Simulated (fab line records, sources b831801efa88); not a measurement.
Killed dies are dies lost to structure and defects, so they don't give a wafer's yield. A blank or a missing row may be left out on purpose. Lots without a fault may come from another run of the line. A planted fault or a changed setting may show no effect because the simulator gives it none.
A struck lot beside a sound one | flow gf180mcu | 15 steps out of a route of 602
Sound: wafers L706.1, L706.3, L706.4. Struck: wafers L703.3, L703.5, L703.6. The cause comes at the end.
At each step with rows: each side's tool, then ch and its chambers, then its first start. Under that, the readings that differ: sound wafers | struck wafers | difference of the means | sigmas: that difference in standard deviations of wafers without a fault.
alike: readings whose means differ by less than 2 such deviations, and words and numbers that are the same on both sides. not compared: withheld readings, readings that some wafer has no value for, bounds like >300 that may hide the same value, and numbers for which the record gives no deviation and whose values overlap.
The two part at a step that has a row with sigmas, a row that says differs or no value, or rows on one side only. Numbers that don't overlap but have no deviation are shown without sigmas and don't part them. A reading that every wafer of one side lacks parts them only if that side has two wafers or more.

GF_CONTACT_OVL_MEAS_15:
  sound on overlay-02, day 21 18:09; struck on overlay-02, day 20 19:04
  alike: CONTACT_OVL
GF_CONTACT_ETCH_16: etches BARC in N2/H2.
  sound on rie_diel-02 ch 0,1,3, day 21 18:11; struck on rie_diel-03 ch 1,2,3, day 20 19:05
  alike: drypump_motor_current_A, oes_product_au, throttle_valve_pct
GF_CONTACT_ETCH_17: etches SiO2 in C4F8/O2/Ar, stops on CoSi2, target depth 860 nm.
  sound on rie_diel-02 ch 0,1,3; struck on rie_diel-03 ch 1,2,3
  alike: oes_product_au
GF_CONTACT_STRIP_18: strips in O2/N2.
  sound on plasma_asher-04 ch 0,1, day 21 18:21; struck on plasma_asher-02 ch 0,1, day 20 19:17
  alike: drypump_motor_current_A, heater_power_w, o2_flow_sccm, oes_product_au
  not compared: rf_hours_counter_h
then, 4 steps without rows for these wafers: GF_CONTACT_CLEAN_19 (cleans in SPM); GF_CONTACT_CLEAN_20 (cleans in DIW); GF_CONTACT_CLEAN_21 (cleans in dHF, time 20 s); GF_CONTACT_SPUTTER_22 (material Ti, target thk 15 nm, time 80.02 s).
GF_CONTACT_SPUTTER_23: material TiN, target thk 10 nm, time 40 s.
  sound on pvd_sputter-03, day 21 18:48; struck on pvd_sputter-02, day 20 19:37
  alike: cathode_dc_power_W, throttle_valve_pct
GF_CONTACT_CVD_24: deposits W, target thk 300 nm, time 90.339 s.
  sound on cvd_w-01 ch 0,1, day 21 18:50; struck on cvd_w-02 ch 0,1, day 20 19:41
  alike: heater_power_w
  not compared: since_wet_clean_h
GF_CONTACT_RS_MEAS_25: measures by four-point-probe.
  sound on film_metro-01, day 21 18:56; struck on film_metro-01, day 20 19:48
  alike: CONTACT_W_RS
GF_CONTACT_THK_MEAS_26: measures by xrf.
  sound on film_metro-01, day 21 19:04; struck on film_metro-01, day 20 19:54
  alike: CONTACT_W_THK
GF_CONTACT_CMP_27: polishes, stops on SiO2, t overpolish 15 s, target thk 0 nm.
  sound on cmp-02 ch 0,1,3, day 21 19:07; struck on cmp-01 ch 0,1, day 20 19:59
  reading                 | sound             | struck            | difference | sigmas
  head_pressure_psi (psi) | 3.499 3.505 3.501 | 2.659 2.661 2.657 | -0.843     | -99 or more
  time_to_endpoint_s (s)  | 81 74 84          | 95 98 98          | +17        | +5
  alike: motor_current_A, overpolish_run_s
then, 1 step without rows for these wafers: GF_M1_SPUTTER_00 (material Ti, target thk 37.5 nm, time 150 s).
GF_PASSIVATION_PROBE_99:
  the record has rows for the sound wafers here (prober-01, day 33 14:01) and none for the struck ones

WHERE THEY PART
First at GF_CONTACT_CMP_27; last, within this record, at GF_PASSIVATION_PROBE_99.

WHY: what the simulator had put in
Process parameter drift: cmp-01, from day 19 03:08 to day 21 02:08, at GF_CONTACT_CMP_27. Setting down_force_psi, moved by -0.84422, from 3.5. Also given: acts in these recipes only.
